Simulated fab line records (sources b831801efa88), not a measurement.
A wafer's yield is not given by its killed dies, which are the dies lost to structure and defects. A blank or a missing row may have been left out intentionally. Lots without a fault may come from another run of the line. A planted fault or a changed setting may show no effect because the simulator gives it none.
Problem report in the 8D (eight disciplines) form, filled by code || flow sky130 || the parts of the form that need people (team, actions taken, sign-off) are left out

## 1. THE PROBLEM
run length s at SKY_CAP2M_METAL_ETCH_13 reads a mean of 104.7 s on 6 wafers of 2 lots; wafers without a fault read 91.5 s with a standard deviation of 0.76. Relative to the usual mean, that is a shift of +17 standard deviations.
The step: etches TiN in Cl2/BCl3, stops on SiO2, target depth 220 nm, time 62.9 s.
First observed at day 45 14:27: wafer L897.1, on rie metal-03. The record has a number at this step for 30 wafers belonging to 10 lots. Rule for "out", or "out of limits": more than 4 standard deviations from the usual mean. All remaining wafers that have a number are taken as sound.

## 2. WHAT IT IS; WHAT IT IS NOT
{"question": "which readings at this step", "is": "run length s, oes product au, throttle valve pct", "is not": "drypump motor current A"}
{"question": "which lots", "is": "L897, L898", "is not": "L880, L881, L884, L887, L892, L901, L902, L903"}
{"question": "which wafers of those lots", "is": "all that have a number", "is not": "-"}
{"question": "read on which tools", "is": "rie metal-03", "is not": "rie metal-01, rie metal-04"}
{"question": "when", "is": "from day 45 14:27", "is not": "up to then (15 sound wafers); but 9 sound wafers of L901, L902, L903 came after"}

## 3. THE SUSPECTS, EACH WITH WHAT RULES IT OUT
Counting: a tool at any process step up to the reading remains a suspect when it ran all the lots that are out and ran no sound lot after the first of those.
- rie diel-01 at SKY_VIA3_ETCH_14 (etches BARC in N2/H2, stops on SiO2, time 45.9 s, target depth 60 nm): ruled out as a lasting fault. The sound lots L901 went through it after L897, its earliest lot that is out (day 44 14:43).
- cvd w-02 at SKY_VIA3_CVD_21 (deposits W, target thk 390 nm, time 117.31 s): ruled out as a lasting fault. The sound lots L901, L903 went through it after L897, its earliest lot that is out (day 44 15:30).
- rie metal-03 at SKY_CAP2M_METAL_ETCH_13 (etches TiN in Cl2/BCl3, stops on SiO2, target depth 220 nm, time 62.9 s): kept. Every lot that is out went through it, starting with L897 (day 45 14:27), and after that it ran no sound lot; the last sound lot it ran before then is L892 (day 44 07:09). Its own readings are out on those wafers: oes product au, run length s, throttle valve pct.
After counting, what remains is rie metal-03 at SKY_CAP2M_METAL_ETCH_13.

## 4. THE CAUSE (what the simulator had put in)
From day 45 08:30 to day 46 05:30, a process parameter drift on rie metal-03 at SKY_CAP2M_METAL_ETCH_13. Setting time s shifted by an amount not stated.
Counting left only this tool.

## 5. THE CHAIN OF EFFECTS, in route order
Each row: a reading whose mean over the struck wafers that have a number lies more than 3 standard deviations from the usual. Scope: only readings with a usual standard deviation given in the record; hours: median across lots of the time from each lot's start at the first step in this table that gives one to its start at this step; sigmas: change in usual standard deviations.
{"hours": 0, "step": "SKY_CAP2M_METAL_ETCH_13", "reading": "oes product au", "usual": "0.940 a.u.", "on struck wafers": 0.844, "change": -0.096, "sigmas": -13}
{"hours": 0, "step": "SKY_CAP2M_METAL_ETCH_13", "reading": "run length s", "usual": "91.5 s", "on struck wafers": 104.7, "change": "+13.2", "sigmas": "+17"}
{"hours": 0, "step": "SKY_CAP2M_METAL_ETCH_13", "reading": "throttle valve pct", "usual": "21.903 %", "on struck wafers": 21.957, "change": "+0.054", "sigmas": "+5.5"}
{"hours": 0, "step": "SKY_CAP2M_STRIP_14", "reading": "strip time to endpoint s", "usual": "12.65 s", "on struck wafers": 12.32, "change": -0.33, "sigmas": -5.2}
{"hours": 21, "step": "SKY_METAL4_ETCH_17", "reading": "oes product au", "usual": "0.756 a.u.", "on struck wafers": 0.639, "change": -0.117, "sigmas": -15}
The process steps in it:
- SKY_CAP2M_METAL_ETCH_13: etches TiN in Cl2/BCl3, stops on SiO2, target depth 220 nm, time 62.9 s.
- SKY_CAP2M_STRIP_14: strips in O2/N2.
- SKY_METAL4_ETCH_17: etches SiO2 in C4F8/O2/Ar, stops on TiN, time 3.9 s, target depth 15 nm.

## 6. HOW IT WOULD HAVE BEEN CAUGHT EARLIER
The fault began at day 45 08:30; the first out-of-limits reading in this record came at day 45 14:27, 6 hours later.
